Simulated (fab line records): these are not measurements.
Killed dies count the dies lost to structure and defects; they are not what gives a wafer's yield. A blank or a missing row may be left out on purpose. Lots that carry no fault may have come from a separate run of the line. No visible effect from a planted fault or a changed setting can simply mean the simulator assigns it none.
Check of tool commonality    flow gf180mcu    30 wafers sampled across 10 lots

## WHAT PROMPTED THE OPENING
3 of 10 lots carry a flag on the reading VT_IMPLANT_2_TW at GF_VT_IMPLANT_TW_MEAS_21. Wafers without a fault read 1227, standard deviation 5.4.
Rule: a lot is flagged in two cases, either no wafer of it has a number, or all its wafers with numbers fall more than 4 standard deviations from that mean. As for the other lots, they are considered sound.

lot   measured      on            VT_IMPLANT_2_TW, wafer by wafer  flag
L897  day 7 02:31   filmMetro-01  30 30 30                         FLAGGED
L898  day 7 07:28   filmMetro-01  30 30 31                         FLAGGED
L899  day 7 12:34   filmMetro-02  30 30 30                         FLAGGED
L900  day 7 16:57   filmMetro-02  1235 1230 1235                   
L908  day 10 03:34  filmMetro-01  1224 1233 1229                   
L909  day 10 05:01  filmMetro-03  1230 1224 1220                   
L912  day 11 08:27  filmMetro-03  1219 1222 1223                   
L913  day 11 19:42  filmMetro-01  1220 1221 1223                   
L915  day 11 21:07  filmMetro-01  1221 1221 1231                   
L916  day 12 11:51  filmMetro-03  1224 1226 1226                   
On average the flagged lots read 30, which is -1197 against the usual, or -99 or more standard deviations.

## WHICH TOOL EACH LOT WENT THROUGH
The record holds 3 process steps before the reading, out of a route of 602 steps. Each cell gives the tool, then ch followed by the chambers the sampled wafers passed through, then the start.
lot   flag     GF_STI_ETCH_13                    GF_VT_IMPLANT_STRIP_09               GF_VT_IMPLANT_STRIP_20
L897  FLAGGED  rieDiel-03 ch 0,1,3, day 2 19:27  plasmaAsher-01 ch 0,1, day 6 11:07   plasmaAsher-03 ch 1, day 7 02:25
L898  FLAGGED  rieDiel-02 ch 0,1,3, day 2 22:23  plasmaAsher-04 ch 0,1, day 6 15:46   plasmaAsher-01 ch 0,1, day 7 07:21
L899  FLAGGED  rieDiel-02 ch 0,1, day 3 03:30    plasmaAsher-01 ch 0,1, day 6 20:38   plasmaAsher-03 ch 0,1, day 7 12:29
L900           rieDiel-03 ch 0,1, day 3 07:41    plasmaAsher-01 ch 0,1, day 7 01:10   plasmaAsher-03 ch 0,1, day 7 16:51
L908           rieDiel-02 ch 1,2,3, day 5 01:44  plasmaAsher-01 ch 0,1, day 9 04:06   plasmaAsher-04 ch 0,1, day 10 03:27
L909           rieDiel-02 ch 0,2, day 5 06:35    plasmaAsher-04 ch 0,1, day 9 10:12   plasmaAsher-01 ch 0,1, day 10 04:55
L912           rieDiel-04 ch 2,3, day 5 21:53    plasmaAsher-03 ch 0,1, day 10 13:40  plasmaAsher-03 ch 0,1, day 11 08:21
L913           rieDiel-03 ch 0,3, day 6 02:38    plasmaAsher-04 ch 0,1, day 11 01:43  plasmaAsher-01 ch 0,1, day 11 19:36
L915           rieDiel-04 ch 0,1,2, day 6 16:23  plasmaAsher-04 ch 0,1, day 11 02:10  plasmaAsher-01 ch 0,1, day 11 21:01
L916           rieDiel-04 ch 0,1,3, day 6 22:26  plasmaAsher-03 ch 0,1, day 11 16:12  plasmaAsher-01 ch 0,1, day 12 11:45
These steps, and what they do:
- GF_STI_ETCH_13: etches the open film in CHF3/O2, stops on Si, target depth 282.31 nm, time 111.3 s.
- GF_VT_IMPLANT_STRIP_09: strips in O2/N2.
- GF_VT_IMPLANT_STRIP_20: strips in O2/N2.
- GF_VT_IMPLANT_TW_MEAS_21

## FLAGGED OVER TOTAL, TOOL BY TOOL (the gauges that took the reading come last)
step                      tool            lots run  flagged  share of the flagged lots  sound lots run after its first flagged lot
GF_STI_ETCH_13            rieDiel-02      4         2        some                       2 (L908,L909)
GF_STI_ETCH_13            rieDiel-03      3         1        some                       2 (L900,L913)
GF_STI_ETCH_13            rieDiel-04      3         0        none                       -
GF_VT_IMPLANT_STRIP_09    plasmaAsher-01  4         2        some                       2 (L900,L908)
GF_VT_IMPLANT_STRIP_09    plasmaAsher-03  2         0        none                       -
GF_VT_IMPLANT_STRIP_09    plasmaAsher-04  4         1        some                       3 (L909,L913,L915)
GF_VT_IMPLANT_STRIP_20    plasmaAsher-01  5         1        some                       4 (L909,L913,L915,L916)
GF_VT_IMPLANT_STRIP_20    plasmaAsher-03  4         2        some                       2 (L900,L912)
GF_VT_IMPLANT_STRIP_20    plasmaAsher-04  1         0        none                       -
GF_VT_IMPLANT_TW_MEAS_21  filmMetro-01    5         2        some                       3 (L908,L913,L915)
GF_VT_IMPLANT_TW_MEAS_21  filmMetro-02    2         1        some                       1 (L900)
GF_VT_IMPLANT_TW_MEAS_21  filmMetro-03    3         0        none                       -

## THE TABLE: WHAT IT ALLOWS
No row of the table ran every flagged lot.

## WHAT WAS PUT IN BY THE SIMULATOR
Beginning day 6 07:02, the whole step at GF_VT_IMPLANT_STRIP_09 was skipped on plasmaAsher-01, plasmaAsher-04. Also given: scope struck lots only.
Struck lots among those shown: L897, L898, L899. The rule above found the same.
